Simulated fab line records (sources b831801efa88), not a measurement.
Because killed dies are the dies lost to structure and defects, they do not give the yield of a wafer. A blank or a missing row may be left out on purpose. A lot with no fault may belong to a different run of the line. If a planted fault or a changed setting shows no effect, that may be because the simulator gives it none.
A lot that was struck, set against a sound lot | flow sky130 | 30 out of 708 route steps
Sound: wafers L969.2, L969.4, L969.6. Struck: wafer L973.3. (L973.2, L973.4 of the same lot were not struck and are left out.) The cause comes at the end.
Each step with rows lists, per side, the tool, then ch with its chambers, then its first start. Under that, the readings that differ: sound wafers | struck wafers | difference of the means | sigmas: that difference in standard deviations of wafers without a fault.
alike: readings with means less than 2 such deviations apart, plus words and numbers identical on both sides. not compared: withheld readings, readings lacking a value on some wafer, bounds such as >300 that could conceal the same value, and numbers that have no deviation in the record and whose values overlap.
A row with sigmas, a row that says differs or no value, or rows on one side alone: a step with any of these is where the two part. Numbers that have no deviation but don't overlap get no sigmas and don't part them. A reading that every wafer of one side lacks parts them only if that side has two wafers or more.

SKY_VIA1_ETCH_15: etches SiO2 in C4F8/O2/Ar, stops on TiN, target depth 351 nm, time 54 s.
  sound on rie-diel-03 ch 0,2, day 35 11:20; struck on rie-diel-02 ch 1, day 36 16:05
  alike: bias-w, oes-product-au
  not compared: rf-hours-counter-h
SKY_VIA1_STRIP_16: strips in O2/N2.
  sound on plasma-asher-01 ch 0,1, day 35 11:23; struck on plasma-asher-02 ch 1, day 36 16:08
  alike: drypump-motor-current-A, oes-product-au, strip-time-to-endpoint-s
  not compared: rf-hours-counter-h
then, 5 steps without rows for these wafers: SKY_VIA1_STRIP_17 (strips in post etch residue remover, time 1200 s); SKY_VIA1_CLEAN_18 (cleans in IPA, time 180 s); SKY_VIA1_CLEAN_19 (cleans in O3/DIW); SKY_VIA1_SPUTTER_20 (material TiN, target thk 20 nm, time 80 s); SKY_VIA1_CVD_21 (deposits W, target thk 270 nm, time 80.902 s).
SKY_VIA1_RS_MEAS_22: measurement is done with a four-point probe.
  sound on film-metro-02 at day 35 12:11; struck on film-metro-04 at day 36 16:58
  alike: VIA1_W_RS
SKY_VIA1_THK_MEAS_23: measures by xrf.
  sound on film-metro-02 at day 35 12:18; struck on film-metro-04 at day 36 17:04
  alike: VIA1_W_THK
then, 3 steps without rows for these wafers: SKY_VIA1_CMP_24 (polishes, stops on SiO2, t overpolish 15 s, target thk 0 nm); SKY_METAL2_SPUTTER_00 (material Ti, target thk 15 nm, time 10 s); SKY_METAL2_SPUTTER_01 (material TiN, target thk 20 nm, time 16.7 s).
SKY_METAL2_SPUTTER_02: material AlCu, target thk 250 nm, time 13.3 s.
  sound on pvd-sputter-04 at day 35 12:42; struck on pvd-sputter-01 at day 36 17:28
  reading                                     | sound             | struck | difference | sigmas
  model.AlCu_of_METAL2_SPUTTER_02.thk-nm (nm) | 248.8 248.8 249.3 | 483.7  | +234.7     |
  alike: throttle-valve-pct
then, 2 steps without rows for these wafers: SKY_METAL2_SPUTTER_03 (material Ti, target thk 5 nm, time 3.3 s); SKY_METAL2_SPUTTER_04 (material TiN, target thk 70 nm, time 58.3 s).
SKY_METAL2_RS_MEAS_05: measurement is done with a four-point probe.
  sound on film-metro-01 at day 35 12:49; struck on film-metro-03 at day 36 17:55
  reading                 | sound                | struck | difference | sigmas
  METAL2_ALCU_RS (ohm/sq) | 0.1277 0.1276 0.1271 | 0.0647 | -0.0628    | -57
  not compared: hold
SKY_METAL2_THK_MEAS_06: measures by xrf.
  sound on film-metro-01 at day 35 12:55; struck on film-metro-03 at day 36 21:16
  reading              | sound             | struck | difference | sigmas
  METAL2_ALCU_THK (nm) | 251.8 252.6 252.0 | 490.6  | +238.5     | +99 or more
  not compared: hold
then, 7 steps without rows for these wafers: SKY_METAL2_HMDS_08 (prime time 60 s); SKY_METAL2_COAT_09 (resist thk 60 nm); SKY_METAL2_COAT_10 (resist thk 450 nm); SKY_METAL2_SOFTBAKE_11 (time 90 s); SKY_METAL2_EXPOSE_12 (exposes mask MM2, target cd 140 nm); SKY_METAL2_PEB_13; SKY_METAL2_DEVELOP_14 (develop time 60 s).
SKY_METAL2_CD_MEAS_15 targets a cd of 140 nm.
  sound on cd-sem-01 at day 36 15:07; struck on cd-sem-02 at day 37 19:26
  alike: cd-nm
SKY_METAL2_OVL_MEAS_16:
  sound on overlay-01 at day 36 15:13; struck on overlay-02 at day 37 19:32
  alike: METAL2_OVL
SKY_METAL2_DESCUM_17: chemistry O2, time 8 s.
  sound on rie-metal-01 ch 1, day 36 15:14; struck on rie-metal-02 ch 0, day 37 19:34
  reading               | sound             | struck | difference | sigmas
  oes-product-au (a.u.) | 1.001 1.008 1.002 | 0.987  | -0.017     | -2
  alike: drypump-motor-current-A
  not compared: rf-hours-counter-h
SKY_METAL2_ETCH_18: etches BARC in N2/H2, stops on SiO2, time 45.9 s, target depth 60 nm.
  sound on rie-metal-01 ch 1, day 36 15:17; struck on rie-metal-02 ch 0, day 37 19:36
  reading               | sound             | struck | difference | sigmas
  oes-product-au (a.u.) | 0.857 0.857 0.846 | 0.863  | +0.010     | +2
  alike: bias-w, drypump-motor-current-A, throttle-valve-pct
  not compared: rf-hours-counter-h
SKY_METAL2_METAL_ETCH_19: etches the open film in Cl2/BCl3, stops on SiO2, target depth 360 nm, time 78 s.
  sound on rie-metal-01 ch 1, day 36 15:20; struck on rie-metal-02 ch 0, day 37 19:41
  reading               | sound             | struck | difference | sigmas
  oes-product-au (a.u.) | 0.847 0.848 0.859 | 0.981  | +0.130     | +23
  alike: bias-w, drypump-motor-current-A, throttle-valve-pct
  not compared: rf-hours-counter-h
SKY_METAL2_STRIP_20: strips in O2/N2.
  sound on plasma-asher-04 ch 1, day 36 15:26; struck on plasma-asher-04 ch 1, day 37 19:49
  reading                      | sound          | struck | difference | sigmas
  strip-time-to-endpoint-s (s) | 2.69 2.72 2.69 | 2.77   | +0.07      | +2
  alike: drypump-motor-current-A, oes-product-au
  not compared: rf-hours-counter-h

== WHERE THEY PART ==
At SKY_METAL2_RS_MEAS_05 first; at SKY_METAL2_STRIP_20 last (within this record only).

WHY: what the simulator had put in
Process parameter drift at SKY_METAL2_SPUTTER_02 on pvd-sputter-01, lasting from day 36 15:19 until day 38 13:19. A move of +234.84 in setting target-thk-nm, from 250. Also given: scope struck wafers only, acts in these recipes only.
